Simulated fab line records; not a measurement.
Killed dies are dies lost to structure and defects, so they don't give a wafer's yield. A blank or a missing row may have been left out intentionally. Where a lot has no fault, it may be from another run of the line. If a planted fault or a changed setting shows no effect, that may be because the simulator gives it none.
What tool caused it? / flow sky130 / 13 lots with 39 wafers sampled at 2 steps, on a route of 708 steps

## WHAT THE GAUGES SHOWED, per wafer
SKY_SONOS_TUNNEL_OVL_MEAS_08. Usual: SONOS_TUNNEL_OVL 0.0 nm, standard deviation 1.3.
lot=L731; measured=day 11 06:16; on=overlay-01; SONOS_TUNNEL_OVL (nm)=-0.8 -0.2 0.1; flag=
lot=L732; measured=day 11 16:16; on=overlay-01; SONOS_TUNNEL_OVL (nm)=0.3 1.3 -0.4; flag=
lot=L735; measured=day 12 11:09; on=overlay-01; SONOS_TUNNEL_OVL (nm)=1.2 2.6 1.2; flag=
lot=L736; measured=day 12 22:51; on=overlay-02; SONOS_TUNNEL_OVL (nm)=-3.5 0.0 -2.0; flag=
lot=L737; measured=day 13 02:31; on=overlay-01; SONOS_TUNNEL_OVL (nm)=0.5 0.3 -1.0; flag=
lot=L738; measured=day 13 15:40; on=overlay-01; SONOS_TUNNEL_OVL (nm)=-0.8 -1.0 0.5; flag=
lot=L742; measured=day 14 20:05; on=overlay-02; SONOS_TUNNEL_OVL (nm)=1.8 0.9 1.1; flag=
lot=L743; measured=day 15 01:39; on=overlay-02; SONOS_TUNNEL_OVL (nm)=0.8 1.7 1.1; flag=
lot=L748; measured=day 17 05:51; on=overlay-01; SONOS_TUNNEL_OVL (nm)=-1.1 -0.7 0.2; flag=
lot=L749; measured=day 17 16:29; on=overlay-02; SONOS_TUNNEL_OVL (nm)=0.4 2.5 0.4; flag=
lot=L750; measured=day 17 17:07; on=overlay-01; SONOS_TUNNEL_OVL (nm)=-1.0 0.1 0.7; flag=
lot=L752; measured=day 19 01:38; on=overlay-01; SONOS_TUNNEL_OVL (nm)=0.7 0.3 1.7; flag=
lot=L754; measured=day 19 05:29; on=overlay-02; SONOS_TUNNEL_OVL (nm)=-1.2 2.1 1.6; flag=

SKY_LDD_HVN_OVL_MEAS_07. Usual: LDD_HVN_OVL 0.0 nm, standard deviation 1.4.
lot=L731; measured=day 20 16:15; on=overlay-01; LDD_HVN_OVL (nm)=-1.3 -0.9 0.2; flag=
lot=L732; measured=day 20 17:30; on=overlay-01; LDD_HVN_OVL (nm)=-1.8 -0.9 -1.2; flag=
lot=L735; measured=day 21 11:50; on=overlay-02; LDD_HVN_OVL (nm)=-1.1 -1.2 0.8; flag=
lot=L736; measured=day 22 05:10; on=overlay-02; LDD_HVN_OVL (nm)=0.0 -1.8 0.7; flag=
lot=L737; measured=day 22 11:03; on=overlay-02; LDD_HVN_OVL (nm)=1.4 1.1 1.9; flag=
lot=L738; measured=day 22 23:00; on=overlay-02; LDD_HVN_OVL (nm)=-1.0 -0.7 -2.3; flag=
lot=L742; measured=day 24 02:30; on=overlay-01; LDD_HVN_OVL (nm)=-0.4 -1.7 -2.2; flag=
lot=L743; measured=day 24 08:26; on=overlay-01; LDD_HVN_OVL (nm)=0.7 1.0 0.5; flag=
lot=L748; measured=day 26 22:08; on=overlay-01; LDD_HVN_OVL (nm)=0.4 1.3 2.3; flag=
lot=L749; measured=day 27 02:54; on=overlay-02; LDD_HVN_OVL (nm)=1.4 -1.6 0.7; flag=
lot=L750; measured=day 27 02:25; on=overlay-01; LDD_HVN_OVL (nm)=0.2 -0.7 -0.2; flag=
lot=L752; measured=day 28 13:51; on=overlay-02; LDD_HVN_OVL (nm)=0.3 -0.1 1.1; flag=
lot=L754; measured=day 28 14:23; on=overlay-02; LDD_HVN_OVL (nm)=0.9 -1.0 0.6; flag=

## TOOL THAT RAN EACH LOT (tool first, then ch and the chambers of the sampled wafers, then the start)
The record holds no process step before these readings.

## AS READ BY THE TOOLS THEMSELVES (means over the sampled wafers that have a number; for cases with no such wafer, the mark the record gives instead)
The record holds no such reading with a usual standard deviation.

## THE ANSWER, worked out from the rows above alone
Rule: a lot counts as off when the mean over its wafers that have a number is more than 3 standard deviations away from the usual mean. A lot without any number at a reading at which 4 lots or more have one is off too. Any other lot the step has rows for is counted as sound. Order of review: gauges by route order, followed by the tools' own readings, for which a lot's mean as printed above is used. The first step at which some lot is off is used, and at that step the reading that is off furthest; a lot without a number counts as furthest.
None of the lots is off at any reading shown; this tells nothing.

## WHAT HAD BEEN PUT IN BY THE SIMULATOR
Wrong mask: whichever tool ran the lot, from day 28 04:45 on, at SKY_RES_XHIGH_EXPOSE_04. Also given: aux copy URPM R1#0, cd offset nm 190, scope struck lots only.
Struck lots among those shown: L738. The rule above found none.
